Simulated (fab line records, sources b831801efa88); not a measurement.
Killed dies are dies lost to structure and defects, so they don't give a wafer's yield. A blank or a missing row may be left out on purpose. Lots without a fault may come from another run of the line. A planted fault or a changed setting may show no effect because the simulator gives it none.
fab line records | flow gf180mcu
record lots=5 wafers=15 last_day=33
route steps=602 shown M2@380 V2@382 M3@409
lots that met no fault: from a run of the same line without faults
start_h: hours from the record's first day to the start of the lot's first wafer shown | wait_h: hours since the lot's step before | " the same as in the row above | L1.1+2: a row that stands for several wafers | - no value, or no start given | * or withheld: withheld | < > ~ a bound
route shown NAME@n: a module of which the file shows steps, and the number in the route of the first | usual: mean/standard deviation of fault-free wafers | same: alike in all rows | chamber/n: place in a boat | sites: the reading at each site | _std_site: their standard deviation | _edge_site: outer sites' mean less inner sites' | radius_mm: how far each site lies from the wafer's centre | mask NAME#n: copy n | behind: the tool/chamber that last shaped the wafer | hold: why the lot was held/for how many hours/how that ended | device: the transistor (n, p or np) that didn't switch | end of line: the same wafers' tests at the end of the route | a step without rows: its recipe alone | killed: dies lost to structure and defects at the first sort, not the wafer's yield | map: a wafer's dies, x killed, . not, _ none there
set.NAME: the setting as run; set.NAME@STEP: as run at that earlier step | model.NAME: the simulator's own value behind a step, which no gauge read
lots at some steps of the route; a table a step, a row a wafer
services: from which hour (start_h, from the record's first day; less than 0 if before it) a tool's chamber was out of use, for how many hours, and why
## steps
# step GF_M2_STRIP_18
# recipe chemistry=post_etch_residue_remover time_s=1200 temp_c=72.5
# columns lot.wafer tool chamber start_h wait_h
L074.2+4+5 wet_bench-02 2 431.67 0.1
L082.1+2+5 wet_bench-03 1 504.78 0.1
L085.1+2+6 wet_bench-04 1 526.63 0.1
L095.1+3+4 wet_bench-03 0 607.32 0.1
L096.2+4+6 wet_bench-03 0 609.05 0.1
# step GF_M2_CLEAN_19
# recipe chemistry=DIW dry=n2_spin
# columns lot.wafer tool chamber start_h wait_h
L074.2+4+5 wet_bench-03 3 432.01 0.0
L082.1+2+5 wet_bench-04 0 505.12 0.0
L085.1+2+6 wet_bench-02 1 527.00 0.0
L095.1+3+4 wet_bench-03 2 607.66 0.0
L096.2+4+6 wet_bench-04 2 609.39 0.0
# step GF_V2_CVD_00
# recipe material=SiO2 target_thk_nm=600 sigma_open_frac=0.3 temp_c=400 time_s=100 sih4_flow_sccm=60 pressure_mtorr=6
# columns lot.wafer tool chamber start_h wait_h
L074.2+4+5 hdpcvd-02 0,1,0 432.10 0.0
L082.1+2+5 hdpcvd-01 0,1,1 505.21 0.0
L085.1+2+6 hdpcvd-02 1,0,0 527.09 0.0
L095.1+3+4 hdpcvd-02 0,1,2 607.75 0.0
L096.2+4+6 hdpcvd-02 1,1,2 609.49 0.0
# step GF_V2_THK_MEAS_01
# recipe reads=SiO2_of_V2_CVD_00
# usual V2_CVD_00_THK=600/7.6
# columns lot.wafer tool chamber start_h wait_h V2_CVD_00_THK[nm]
L074.2 film_metro-04 - 432.19 0.0 615
L074.4 " - " " 604
L074.5 " - " " 602
L082.1 film_metro-04 - 505.28 0.0 597
L082.2 " - " " 579
L082.5 " - " " 589
L085.1 film_metro-01 - 527.16 0.0 601
L085.2 " - " " 607
L085.6 " - " " 602
L095.1 film_metro-01 - 607.82 0.0 594
L095.3 " - " " 603
L095.4 " - " " 610
L096.2 film_metro-02 - 609.57 0.0 612
L096.4 " - " " 609
L096.6 " - " " 606
# step GF_V2_CVD_02
# recipe material=SiO2 target_thk_nm=850 precursor=TEOS temp_c=400 time_s=94.851 rf_w=600
# usual heater_power_w=671/120
# columns lot.wafer tool chamber start_h wait_h heater_power_w
L074.2 pecvd-04 1 432.24 0.0 700
L074.4 " 0 " " 509
L074.5 " 1 " " 547
L082.1 pecvd-02 2 505.34 0.1 796
L082.2 " 0 " " 612
L082.5 " 2 " " 867
L085.1 pecvd-03 2 527.22 0.1 898
L085.2 " 0 " " 566
L085.6 " 2 " " 727
L095.1 pecvd-03 1 607.88 0.1 636
L095.3 " 0 " " 607
L095.4 " 0 " " 637
L096.2 pecvd-04 2 609.62 0.0 760
L096.4 " 2 " " 786
L096.6 " 1 " " 699
# step GF_V2_THK_MEAS_03
# recipe reads=SiO2_of_V2_CVD_02
# usual V2_CVD_02_THK=853/11
# columns lot.wafer tool chamber start_h wait_h V2_CVD_02_THK[nm]
L074.2 film_metro-01 - 432.31 0.0 859
L074.4 " - " " 864
L074.5 " - " " 872
L082.1 film_metro-02 - 505.41 0.0 846
L082.2 " - " " 854
L082.5 " - " " 855
L085.1 film_metro-01 - 527.29 0.0 852
L085.2 " - " " 868
L085.6 " - " " 859
L095.1 film_metro-02 - 607.95 0.0 832
L095.3 " - " " 824
L095.4 " - " " 852
L096.2 film_metro-04 - 609.70 0.0 850
L096.4 " - " " 857
L096.6 " - " " 871
# step GF_V2_CMP_04
# recipe material=SiO2 down_force_psi=4 platen_rpm=60 pad_velocity_m_s=0.94248
# usual motor_current_A=12.3/1.4 time_to_endpoint_s=82/6.8
# columns lot.wafer tool chamber start_h wait_h motor_current_A time_to_endpoint_s
L074.2 cmp-01 3 432.36 0.0 14.5 85
L074.4 " 0 " " 12.6 86
L074.5 " 3 " " 13.6 88
L082.2 cmp-02 0 505.47 0.0 13.1 84
L082.1 " 1 " " 12.3 88
L082.5 " 0 " " 12.8 83
L085.2 cmp-02 2 527.35 0.0 13.3 92
L085.1 " 1 " " 12.6 90
L085.6 " 2 " " 13.7 89
L095.1 cmp-01 2 608.01 0.1 11.4 70
L095.4 " 3 " " 14.3 86
L095.3 " 1 " " 10.0 78
L096.4 cmp-01 3 609.75 0.0 14.6 85
L096.2 " 0 " " 12.3 80
L096.6 " 3 " " 13.6 92
# step GF_V2_BOW_MEAS_05
# recipe mode=bow
# usual V2_BOW=99/8.1
# columns lot.wafer tool chamber start_h wait_h V2_BOW[um]
L074.2 film_metro-02 - 432.68 0.3 88
L074.4 " - " " 87
L074.5 " - " " 83
L082.1 film_metro-01 - 505.77 0.2 108
L082.2 " - " " 116
L082.5 " - " " 103
L085.1 film_metro-01 - 527.65 0.1 96
L085.2 " - " " 104
L085.6 " - " " 110
L095.1 film_metro-02 - 608.34 0.3 88
L095.3 " - " " 99
L095.4 " - " " 90
L096.2 film_metro-01 - 610.09 0.2 94
L096.4 " - " " 103
L096.6 " - " " 122
# step GF_V2_DEHYDRATE_06
# recipe temp_c=200 time_s=60
# columns lot.wafer tool chamber start_h wait_h
L074.2+4+5 litho_track-02 0 444.58 11.9
L082.1+2+5 litho_track-02 0 517.30 11.5
L085.1+2+6 litho_track-01 0 538.13 10.5
L095.1+3+4 litho_track-03 0 617.87 9.5
L096.2+4+6 litho_track-01 0 619.55 9.4
# step GF_V2_HMDS_07
# recipe prime_time_s=60 prime_temp_c=120
# columns lot.wafer tool chamber start_h wait_h
L074.2+4+5 litho_track-02 0 444.73 0.1
L082.1+2+5 litho_track-02 0 517.45 0.1
L085.1+2+6 litho_track-01 0 538.28 0.1
L095.1+3+4 litho_track-03 0 618.02 0.1
L096.2+4+6 litho_track-01 0 619.70 0.1
# step GF_V2_COAT_08
# recipe resist=BARC temp_c=withheld time_s=withheld spin_rpm=withheld resist_thk_nm=withheld
# columns lot.wafer tool chamber start_h wait_h
L074.2+4+5 litho_track-02 0 444.88 0.1
L082.1+2+5 litho_track-02 0 517.60 0.1
L085.1+2+6 litho_track-01 0 538.43 0.1
L095.1+3+4 litho_track-03 0 618.17 0.1
L096.2+4+6 litho_track-01 0 619.85 0.1
# step GF_V2_COAT_09
# recipe resist=KrF spin_rpm=withheld resist_thk_nm=1000
# columns lot.wafer tool chamber start_h wait_h
L074.2+4+5 litho_track-02 0 - -
L082.1+2+5 litho_track-02 0 - -
L085.1+2+6 litho_track-01 0 - -
L095.1+3+4 litho_track-03 0 - -
L096.2+4+6 litho_track-01 0 - -
# step GF_V2_SOFTBAKE_10
# recipe temp_c=130 time_s=60 resist=KrF
# columns lot.wafer tool chamber start_h wait_h
L074.2+4+5 litho_track-02 0 - -
L082.1+2+5 litho_track-02 0 - -
L085.1+2+6 litho_track-01 0 - -
L095.1+3+4 litho_track-03 0 - -
L096.2+4+6 litho_track-01 0 - -
# step GF_V2_EXPOSE_11
# recipe mask_id=Via2 target_cd_nm=260 na=0.68 source_shape=conventional sigma_outer=0.6 dose_mj=38
# columns lot.wafer tool chamber start_h wait_h mask
L074.2+4+5 krf_scanner-01 0 - - Via2#0
L082.1+2+5 krf_scanner-01 0 - - Via2#0
L085.1+2+6 krf_scanner-02 0 - - Via2#0
L095.1+3+4 krf_scanner-02 0 - - Via2#0
L096.2+4+6 krf_scanner-02 0 - - Via2#0
# step GF_V2_PEB_12
# recipe peb_temp_c=135 peb_time_s=90 resist=KrF
# columns lot.wafer tool chamber start_h wait_h
L074.2+4+5 litho_track-01 0 - -
L082.1+2+5 litho_track-03 0 - -
L085.1+2+6 litho_track-02 0 - -
L095.1+3+4 litho_track-02 0 - -
L096.2+4+6 litho_track-01 0 - -
# step GF_V2_DEVELOP_13
# recipe develop_time_s=60 resist=KrF dev_temp_c=21
# columns lot.wafer tool chamber start_h wait_h
L074.2+4+5 litho_track-01 0 457.65 0.2
L082.1+2+5 litho_track-03 0 529.17 0.2
L085.1+2+6 litho_track-02 0 550.40 0.2
L095.1+3+4 litho_track-02 0 627.45 0.2
L096.2+4+6 litho_track-01 0 629.65 0.2
# step GF_V2_CD_MEAS_14
# recipe target_cd_nm=260
# usual cd_nm=260.1/1.2
# columns lot.wafer tool chamber start_h wait_h cd_nm
L074.2 cd_sem-01 - 457.80 0.1 258.5
L074.4 " - " " 259.0
L074.5 " - " " 259.7
L082.1 cd_sem-01 - 529.32 0.1 260.2
L082.2 " - " " 260.2
L082.5 " - " " 259.6
L085.1 cd_sem-01 - 550.55 0.1 259.8
L085.2 " - " " 258.9
L085.6 " - " " 260.2
L095.1 cd_sem-01 - 627.60 0.1 261.7
L095.3 " - " " 260.2
L095.4 " - " " 260.0
L096.2 cd_sem-02 - 629.80 0.1 257.8
L096.4 " - " " 258.3
L096.6 " - " " 259.5
# step GF_V2_OVL_MEAS_15
# usual V2_OVL=-3/4.5
# columns lot.wafer tool chamber start_h wait_h V2_OVL[nm]
L074.2 overlay-02 - 457.91 0.1 2
L074.4 " - " " 0
L074.5 " - " " 3
L082.1 overlay-01 - 529.44 0.1 -4
L082.2 " - " " 5
L082.5 " - " " -2
L085.1 overlay-02 - 550.67 0.1 0
L085.2 " - " " -1
L085.6 " - " " 1
L095.1 overlay-02 - 627.72 0.1 -7
L095.3 " - " " -3
L095.4 " - " " -6
L096.2 overlay-01 - 629.90 0.1 -9
L096.4 " - " " -8
L096.6 " - " " -7
# step GF_V2_ETCH_16
# recipe chemistry=N2/H2 target_depth_a=withheld overetch_a=withheld time_s=withheld target=BARC ion_energy_ev=200 source_w=500 bias_w=100 pressure_mtorr=30 n2_flow_sccm=100 h2_flow_sccm=200
# usual drypump_motor_current_A=5.6/0.37 oes_product_au=0.854/0.0048 throttle_valve_pct=13.224/0.0094
# columns lot.wafer tool chamber start_h wait_h drypump_motor_current_A oes_product_au throttle_valve_pct
L074.2 rie_diel-02 2 457.94 0.0 5.1 0.844 13.229
L074.4 " 1 " " 5.3 0.859 13.232
L074.5 " 3 " " 6.0 0.858 13.234
L082.1 rie_diel-04 2 529.47 0.0 5.8 0.851 13.216
L082.2 " 0 " " 6.1 0.860 13.217
L082.5 " 1 " " 5.0 0.861 13.227
L085.1 rie_diel-04 1 550.71 0.0 5.0 0.851 13.227
L085.2 " 2 " " 5.8 0.847 13.228
L085.6 " 1 " " 5.0 0.862 13.225
L095.1 rie_diel-02 3 627.75 0.0 6.0 0.854 13.243
L095.3 " 0 " " 5.4 0.862 13.207
L095.4 " 1 " " 5.3 0.856 13.225
L096.2 rie_diel-01 3 629.93 0.0 5.5 0.857 13.235
L096.4 " 2 " " 5.9 0.859 13.234
L096.6 " 2 " " 5.9 0.855 13.225
# step GF_V2_ETCH_17
# recipe chemistry=C4F8/O2/Ar mask_material=KrF target=SiO2 stop_on=TiN source_w=1500 bias_w=1200 pressure_mtorr=40 c4f8_flow_sccm=withheld O2_flow_sccm=6 Ar_flow_sccm=300 time_s=withheld target_depth_a=6300
# usual oes_product_au=0.856/0.0044
# columns lot.wafer tool chamber start_h wait_h oes_product_au
L074.2 rie_diel-02 2 - - 0.860
L074.4 " 1 " " 0.858
L074.5 " 3 " " 0.849
L082.1 rie_diel-04 2 - - 0.856
L082.2 " 0 " " 0.860
L082.5 " 1 " " 0.852
L085.1 rie_diel-04 1 - - 0.853
L085.2 " 2 " " 0.854
L085.6 " 1 " " 0.854
L095.1 rie_diel-02 3 - - 0.858
L095.3 " 0 " " 0.859
L095.4 " 1 " " 0.859
L096.2 rie_diel-01 3 - - 0.856
L096.4 " 2 " " 0.861
L096.6 " 2 " " 0.860
# step GF_V2_STRIP_18
# recipe chemistry=O2/N2 power_w=1400 pressure_mtorr=1500 platen_temp_c=250 o2_flow_sccm=3000 n2_flow_sccm=300 overash_fraction=0.5
# usual drypump_motor_current_A=5.74/0.26 heater_power_w=333/27 oes_product_au=0.593/0.0051
# columns lot.wafer tool chamber start_h wait_h drypump_motor_current_A heater_power_w oes_product_au rf_hours_counter_h
L074.2 plasma_asher-04 0 458.07 - 5.78 311 0.599 71
L074.4 " 0 " " 5.78 309 0.594 -
L074.5 " 1 " " 5.68 350 0.596 -
L082.1 plasma_asher-01 0 529.60 - 5.89 334 0.604 11
L082.2 " 1 " " 5.62 371 0.595 11
L082.5 " 0 " " 5.87 333 0.592 -
L085.1 plasma_asher-04 0 550.83 - 5.79 313 0.588 82
L085.2 " 1 " " 5.72 349 0.596 82
L085.6 " 1 " " 5.71 335 0.597 -
L095.1 plasma_asher-02 1 627.88 - 5.24 289 0.599 55
L095.3 " 1 " " 5.23 295 0.589 -
L095.4 " 0 " " 6.14 325 0.590 -
L096.2 plasma_asher-02 0 630.06 - 6.14 324 0.594 55
L096.4 " 1 " " 5.18 284 0.589 -
L096.6 " 0 " " 6.15 323 0.595 -
# step GF_V2_STRIP_19
# recipe chemistry=post_etch_residue_remover time_s=1200 temp_c=72.5
# columns lot.wafer tool chamber start_h wait_h
L074.2+4+5 wet_bench-02 2 458.18 0.1
L082.1+2+5 wet_bench-02 1 529.70 0.1
L085.1+2+6 wet_bench-04 3 550.93 0.1
L095.1+3+4 wet_bench-01 3 627.98 0.1
L096.2+4+6 wet_bench-02 0 630.16 0.1
# step GF_V2_CLEAN_20
# recipe chemistry=DIW dry=n2_spin
# columns lot.wafer tool chamber start_h wait_h
L074.2+4+5 wet_bench-01 1 458.52 0.0
L082.1+2+5 wet_bench-01 0 530.04 0.0
L085.1+2+6 wet_bench-01 0 551.28 0.0
L095.1+3+4 wet_bench-04 2 628.33 0.0
L096.2+4+6 wet_bench-01 0 630.91 0.0
# step GF_V2_SPUTTER_21
# recipe material=Ti target_thk_nm=15 chamber_pressure_pa=5 power_w=2500 substrate_temp_c=200 time_s=80.02
# usual throttle_valve_pct=30.3/0.85
# columns lot.wafer tool chamber start_h wait_h throttle_valve_pct
L074.2 pvd_sputter-01 - 458.61 0.0 30.5
L074.4 " - " " 30.4
L074.5 " - " " 29.8
L082.1 pvd_sputter-04 - 530.14 0.0 29.6
L082.2 " - " " 30.9
L082.5 " - " " 30.9
L085.1 pvd_sputter-01 - 551.37 0.0 29.9
L085.2 " - " " 30.4
L085.6 " - " " 31.1
L095.1 pvd_sputter-03 - 628.43 0.0 31.2
L095.3 " - " " 30.3
L095.4 " - " " 28.0
L096.2 pvd_sputter-01 - 631.00 0.0 31.2
L096.4 " - " " 30.3
L096.6 " - " " 31.2
# step GF_V2_SPUTTER_22
# recipe material=TiN target_thk_nm=10 chamber_pressure_pa=5 power_w=4000 time_s=40
# usual throttle_valve_pct=30.3/0.85
# columns lot.wafer tool chamber start_h wait_h throttle_valve_pct
L074.2 pvd_sputter-01 - 458.67 0.0 30.4
L074.4 " - " " 30.4
L074.5 " - " " 29.6
L082.1 pvd_sputter-04 - 530.20 0.0 29.7
L082.2 " - " " 31.0
L082.5 " - " " 30.9
L085.1 pvd_sputter-01 - 551.43 0.0 29.7
L085.2 " - " " 30.5
L085.6 " - " " 31.2
L095.1 pvd_sputter-03 - 628.49 0.0 31.3
L095.3 " - " " 30.4
L095.4 " - " " 28.1
L096.2 pvd_sputter-01 - 631.06 0.0 31.0
L096.4 " - " " 30.3
L096.6 " - " " 31.0
# step GF_V2_CVD_23
# recipe material=W target_thk_nm=350 time_s=104.94 temp_c=400 pressure_torr=40
# usual heater_power_w=918/69
# columns lot.wafer tool chamber start_h wait_h heater_power_w
L074.2 cvd_w-01 0 458.71 0.0 865
L074.4 " 1 " " 957
L074.5 " 1 " " 964
L082.1 cvd_w-02 0 530.24 0.0 820
L082.2 " 1 " " 1002
L082.5 " 1 " " 973
L085.1 cvd_w-01 1 551.47 0.0 965
L085.2 " 0 " " 836
L085.6 " 0 " " 870
L095.1 cvd_w-02 1 628.53 0.0 997
L095.3 " 1 " " 994
L095.4 " 0 " " 846
L096.2 cvd_w-02 0 631.10 0.0 854
L096.4 " 0 " " 850
L096.6 " 1 " " 1002
# step GF_V2_RS_MEAS_24
# recipe thk_meas_gauge=four-point-probe reads=W_of_V2_CVD_23+TiN_of_V2_SPUTTER_22+Ti_of_V2_SPUTTER_21
# usual V2_W_RS=0.325/0.005
# columns lot.wafer tool chamber start_h wait_h V2_W_RS[ohm/sq]
L074.2 film_metro-04 - 458.84 0.1 0.330
L074.4 " - " " 0.320
L074.5 " - " " 0.322
L082.1 film_metro-01 - 530.35 0.1 0.330
L082.2 " - " " 0.328
L082.5 " - " " 0.329
L085.1 film_metro-01 - 551.58 0.1 0.316
L085.2 " - " " 0.326
L085.6 " - " " 0.328
L095.1 film_metro-01 - 628.64 0.1 0.324
L095.3 " - " " 0.326
L095.4 " - " " 0.328
L096.2 film_metro-04 - 631.23 0.1 0.324
L096.4 " - " " 0.324
L096.6 " - " " 0.326
# step GF_V2_THK_MEAS_25
# recipe thk_meas_gauge=xrf reads=W_of_V2_CVD_23
# usual V2_W_THK=346/6
# columns lot.wafer tool chamber start_h wait_h V2_W_THK[nm]
L074.2 film_metro-04 - 458.95 0.1 339
L074.4 " - " " 350
L074.5 " - " " 347
L082.1 film_metro-01 - 530.47 0.1 342
L082.2 " - " " 344
L082.5 " - " " 343
L085.1 film_metro-01 - 551.70 0.1 357
L085.2 " - " " 346
L085.6 " - " " 345
L095.1 film_metro-01 - 628.76 0.1 353
L095.3 " - " " 350
L095.4 " - " " 343
L096.2 film_metro-04 - 631.34 0.1 344
L096.4 " - " " 346
L096.6 " - " " 343
# step GF_V2_CMP_26
# recipe stop_on=SiO2 down_force_psi=3.5 platen_rpm=60 t_overpolish_s=15 target_thk_nm=0 pad_velocity_m_s=0.94248
# usual motor_current_A=11.1/1.2 overpolish_run_s=14.999/0.0081 time_to_endpoint_s=84/3.7
# same t_overpolish_s=15
# columns lot.wafer tool chamber start_h wait_h motor_current_A overpolish_run_s time_to_endpoint_s
L074.2 cmp-01 2 459.03 0.1 10.3 15.013 80
L074.4 " 0 " " 11.5 14.999 85
L074.5 " 3 " " 13.1 15.009 88
L082.1 cmp-02 2 530.53 0.1 12.3 15.008 84
L082.2 " 1 " " 10.8 15.010 87
L082.5 " 3 " " 12.9 15.004 83
L085.2 cmp-01 1 551.76 0.0 9.3 15.009 92
L085.1 " 3 " " 12.6 15.002 88
L085.6 " 1 " " 9.5 14.996 92
L095.4 cmp-02 0 628.82 0.0 11.6 14.998 77
L095.1 " 1 " " 11.6 15.001 86
L095.3 " 2 " " 11.3 14.999 79
L096.2 cmp-02 3 631.44 0.1 12.1 14.995 85
L096.4 " 1 " " 11.3 15.002 88
L096.6 " 3 " " 11.8 15.001 85
# step GF_M3_SPUTTER_00
# recipe material=Ti target_thk_nm=37.5 arriving_ion_energy_ev=80 substrate_temp_c=200 chamber_pressure_pa=2 power_w=4000 time_s=150
# usual throttle_valve_pct=30.4/0.86
# columns lot.wafer tool chamber start_h wait_h throttle_valve_pct
L074.2 pvd_sputter-02 - 459.33 0.2 30.5
L074.4 " - " " 30.2
L074.5 " - " " 31.5
L082.1 pvd_sputter-03 - 530.83 0.2 28.2
L082.2 " - " " 29.6
L082.5 " - " " 31.3
L085.1 pvd_sputter-03 - 552.06 0.1 31.2
L085.2 " - " " 30.4
L085.6 " - " " 30.3
L095.1 pvd_sputter-02 - 629.12 0.2 30.4
L095.3 " - " " 29.0
L095.4 " - " " 29.2
L096.2 pvd_sputter-04 - 631.69 0.2 29.8
L096.4 " - " " 30.9
L096.6 " - " " 31.0
# step GF_M3_SPUTTER_01
# recipe material=TiN target_thk_nm=30 power_w=6500 time_s=25 chamber_pressure_pa=0.4
# usual throttle_valve_pct=30.4/0.83
# columns lot.wafer tool chamber start_h wait_h throttle_valve_pct
L074.2 pvd_sputter-02 - 459.43 0.1 30.2
L074.4 " - " " 30.1
L074.5 " - " " 31.6
L082.1 pvd_sputter-03 - 530.93 0.1 28.3
L082.2 " - " " 29.6
L082.5 " - " " 31.4
L085.1 pvd_sputter-03 - 552.16 0.1 31.4
L085.2 " - " " 30.6
L085.6 " - " " 30.2
L095.1 pvd_sputter-02 - 629.22 0.1 30.3
L095.3 " - " " 29.4
L095.4 " - " " 29.2
L096.2 pvd_sputter-04 - 631.79 0.1 29.7
L096.4 " - " " 31.1
L096.6 " - " " 30.9
# step GF_M3_SPUTTER_02
# recipe material=AlCu target_thk_nm=450 power_w=10600 time_s=23.9 chamber_pressure_pa=0.4
# usual throttle_valve_pct=30.4/0.84
# columns lot.wafer tool chamber start_h wait_h throttle_valve_pct
L074.2 pvd_sputter-02 - 459.46 0.0 30.4
L074.4 " - " " 30.3
L074.5 " - " " 31.4
L082.1 pvd_sputter-03 - 530.96 0.0 28.0
L082.2 " - " " 29.6
L082.5 " - " " 31.7
L085.1 pvd_sputter-03 - 552.19 0.0 31.4
L085.2 " - " " 30.4
L085.6 " - " " 30.3
L095.1 pvd_sputter-02 - 629.25 0.0 30.4
L095.3 " - " " 29.0
L095.4 " - " " 29.1
L096.2 pvd_sputter-04 - 631.82 0.0 29.7
L096.4 " - " " 31.3
L096.6 " - " " 31.1
# step GF_M3_SPUTTER_03
# recipe material=Ti target_thk_nm=10 substrate_temp_c=300 chamber_pressure_pa=0.3 power_w=3000 time_s=6.7
# usual throttle_valve_pct=30.4/0.84
# columns lot.wafer tool chamber start_h wait_h throttle_valve_pct
L074.2 pvd_sputter-02 - 459.49 0.0 30.5
L074.4 " - " " 30.2
L074.5 " - " " 31.4
L082.1 pvd_sputter-03 - 530.99 0.0 28.1
L082.2 " - " " 29.4
L082.5 " - " " 31.6
L085.1 pvd_sputter-03 - 552.22 0.0 31.4
L085.2 " - " " 30.2
L085.6 " - " " 30.7
L095.1 pvd_sputter-02 - 629.28 0.0 30.2
L095.3 " - " " 29.0
L095.4 " - " " 29.1
L096.2 pvd_sputter-04 - 631.85 0.0 29.6
L096.4 " - " " 31.6
L096.6 " - " " 31.1
# step GF_M3_SPUTTER_04
# recipe material=TiN target_thk_nm=50 power_w=6500 time_s=41.7 chamber_pressure_pa=0.4
# usual throttle_valve_pct=30.4/0.85
# columns lot.wafer tool chamber start_h wait_h throttle_valve_pct
L074.2 pvd_sputter-02 - 459.51 0.0 30.6
L074.4 " - " " 30.1
L074.5 " - " " 31.4
L082.1 pvd_sputter-03 - 531.01 0.0 28.1
L082.2 " - " " 29.5
L082.5 " - " " 31.3
L085.1 pvd_sputter-03 - 552.24 0.0 31.0
L085.2 " - " " 30.4
L085.6 " - " " 30.5
L095.1 pvd_sputter-02 - 629.30 0.0 30.3
L095.3 " - " " 29.2
L095.4 " - " " 29.2
L096.2 pvd_sputter-04 - 631.87 0.0 29.8
L096.4 " - " " 31.2
L096.6 " - " " 30.9
# step GF_M3_RS_MEAS_05
# recipe thk_meas_gauge=four-point-probe reads=TiN_of_M3_SPUTTER_04+Ti_of_M3_SPUTTER_03+AlCu_of_M3_SPUTTER_02+TiN_of_M3_SPUTTER_01+Ti_of_M3_SPUTTER_00
# usual M3_ALCU_RS=0.0697/0.00068
# columns lot.wafer tool chamber start_h wait_h M3_ALCU_RS[ohm/sq]
L074.2 film_metro-03 - 459.57 0.0 0.0694
L074.4 " - " " 0.0700
L074.5 " - " " 0.0704
L082.1 film_metro-03 - 531.06 0.0 0.0686
L082.2 " - " " 0.0678
L082.5 " - " " 0.0690
L085.1 film_metro-01 - 552.28 0.0 0.0688
L085.2 " - " " 0.0679
L085.6 " - " " 0.0680
L095.1 film_metro-01 - 629.34 0.0 0.0697
L095.3 " - " " 0.0689
L095.4 " - " " 0.0694
L096.2 film_metro-04 - 631.93 0.0 0.0699
L096.4 " - " " 0.0695
L096.6 " - " " 0.0698
# step GF_M3_THK_MEAS_06
# recipe thk_meas_gauge=xrf reads=AlCu_of_M3_SPUTTER_02
# usual M3_ALCU_THK=451/5.6
# columns lot.wafer tool chamber start_h wait_h M3_ALCU_THK[nm]
L074.2 film_metro-03 - 459.68 0.1 456
L074.4 " - " " 452
L074.5 " - " " 450
L082.1 film_metro-03 - 531.18 0.1 464
L082.2 " - " " 471
L082.5 " - " " 460
L085.1 film_metro-01 - 552.40 0.1 461
L085.2 " - " " 466
L085.6 " - " " 466
L095.1 film_metro-01 - 629.46 0.1 449
L095.3 " - " " 455
L095.4 " - " " 454
L096.2 film_metro-04 - 632.04 0.1 446
L096.4 " - " " 449
L096.6 " - " " 444
# step GF_M3_DEHYDRATE_07
# recipe temp_c=200 time_s=60
# columns lot.wafer tool chamber start_h wait_h
L074.2+4+5 litho_track-04 0 471.94 12.2
L082.1+2+5 litho_track-01 0 542.03 10.8
L085.1+2+6 litho_track-04 0 561.61 9.2
L095.1+3+4 litho_track-01 0 639.18 9.7
L096.2+4+6 litho_track-03 0 641.64 9.6
# step GF_M3_HMDS_08
# recipe prime_time_s=60 prime_temp_c=120
# columns lot.wafer tool chamber start_h wait_h
L074.2+4+5 litho_track-04 0 472.09 0.1
L082.1+2+5 litho_track-01 0 542.18 0.1
L085.1+2+6 litho_track-04 0 561.76 0.1
L095.1+3+4 litho_track-01 0 639.33 0.1
L096.2+4+6 litho_track-03 0 641.79 0.1
# step GF_M3_COAT_09
# recipe resist=KrF spin_rpm=withheld resist_thk_nm=1000
# columns lot.wafer tool chamber start_h wait_h
L074.2+4+5 litho_track-04 0 472.24 0.1
L082.1+2+5 litho_track-01 0 542.33 0.1
L085.1+2+6 litho_track-04 0 561.91 0.1
L095.1+3+4 litho_track-01 0 639.48 0.1
L096.2+4+6 litho_track-03 0 641.94 0.1
# step GF_M3_SOFTBAKE_10
# recipe temp_c=130 time_s=60 resist=KrF
# columns lot.wafer tool chamber start_h wait_h
L074.2+4+5 litho_track-04 0 472.39 0.1
L082.1+2+5 litho_track-01 0 542.48 0.1
L085.1+2+6 litho_track-04 0 562.06 0.1
L095.1+3+4 litho_track-01 0 639.63 0.1
L096.2+4+6 litho_track-03 0 642.09 0.1
# step GF_M3_EXPOSE_11
# recipe mask_id=Metal3 target_cd_nm=280 na=0.68 source_shape=conventional sigma_outer=0.6 dose_mj=28
# columns lot.wafer tool chamber start_h wait_h mask
L074.2+4+5 krf_scanner-01 0 - - Metal3#0
L082.1+2+5 krf_scanner-02 0 - - Metal3#0
L085.1+2+6 krf_scanner-01 0 - - Metal3#0
L095.1+3+4 krf_scanner-02 0 - - Metal3#0
L096.2+4+6 krf_scanner-01 0 - - Metal3#0
# step GF_M3_PEB_12
# recipe peb_temp_c=135 peb_time_s=90 resist=KrF
# columns lot.wafer tool chamber start_h wait_h
L074.2+4+5 litho_track-01 0 - -
L082.1+2+5 litho_track-01 0 - -
L085.1+2+6 litho_track-04 0 - -
L095.1+3+4 litho_track-03 0 - -
L096.2+4+6 litho_track-01 0 - -
# step GF_M3_DEVELOP_13
# recipe develop_time_s=60 dev_temp_c=21
# columns lot.wafer tool chamber start_h wait_h
L074.2+4+5 litho_track-01 0 484.15 0.2
L082.1+2+5 litho_track-01 0 553.03 0.2
L085.1+2+6 litho_track-04 0 573.51 0.2
L095.1+3+4 litho_track-03 0 649.07 0.2
L096.2+4+6 litho_track-01 0 652.15 0.2
# step GF_M3_CD_MEAS_14
# recipe target_cd_nm=280
# usual cd_nm=280.4/1.3
# columns lot.wafer tool chamber start_h wait_h cd_nm
L074.2 cd_sem-02 - 484.30 0.1 280.1
L074.4 " - " " 280.6
L074.5 " - " " 280.5
L082.1 cd_sem-02 - 553.18 0.1 280.1
L082.2 " - " " 280.2
L082.5 " - " " 279.5
L085.1 cd_sem-01 - 573.66 0.1 279.6
L085.2 " - " " 281.0
L085.6 " - " " 281.1
L095.1 cd_sem-02 - 649.22 0.1 281.5
L095.3 " - " " 280.8
L095.4 " - " " 281.5
L096.2 cd_sem-01 - 652.30 0.1 278.5
L096.4 " - " " 277.4
L096.6 " - " " 278.2
## services
# columns tool chamber start_h hours kind
krf_scanner-01 - 413.57 7.2 pm
krf_scanner-01 - 428.30 3.6 pm
krf_scanner-02 - 435.15 0.6 repair
krf_scanner-02 - 437.69 0.8 pm
cmp-02 - 445.28 6.0 repair
krf_scanner-01 - 449.32 1.3 pm
pvd_sputter-04 - 453.67 3.3 repair
wet_bench-04 - 459.28 0.6 repair
pvd_sputter-04 - 466.23 4.7 repair
krf_scanner-01 - 469.28 1.0 pm
cmp-01 - 476.46 0.6 repair
pvd_sputter-04 - 477.25 3.8 repair
krf_scanner-01 - 483.47 0.8 pm
pvd_sputter-02 - 483.64 2.4 repair
krf_scanner-02 - 495.18 0.2 repair
cmp-01 - 499.92 4.3 repair
krf_scanner-02 - 527.31 1.3 pm
wet_bench-03 - 537.04 2.1 repair
cmp-01 - 546.27 3.5 pm
krf_scanner-02 - 554.28 1.0 pm
krf_scanner-02 - 555.47 0.6 repair
pvd_sputter-02 - 566.47 5.2 repair
pvd_sputter-04 - 617.04 4.0 repair
pvd_sputter-03 - 622.75 1.1 repair
## key
fault none
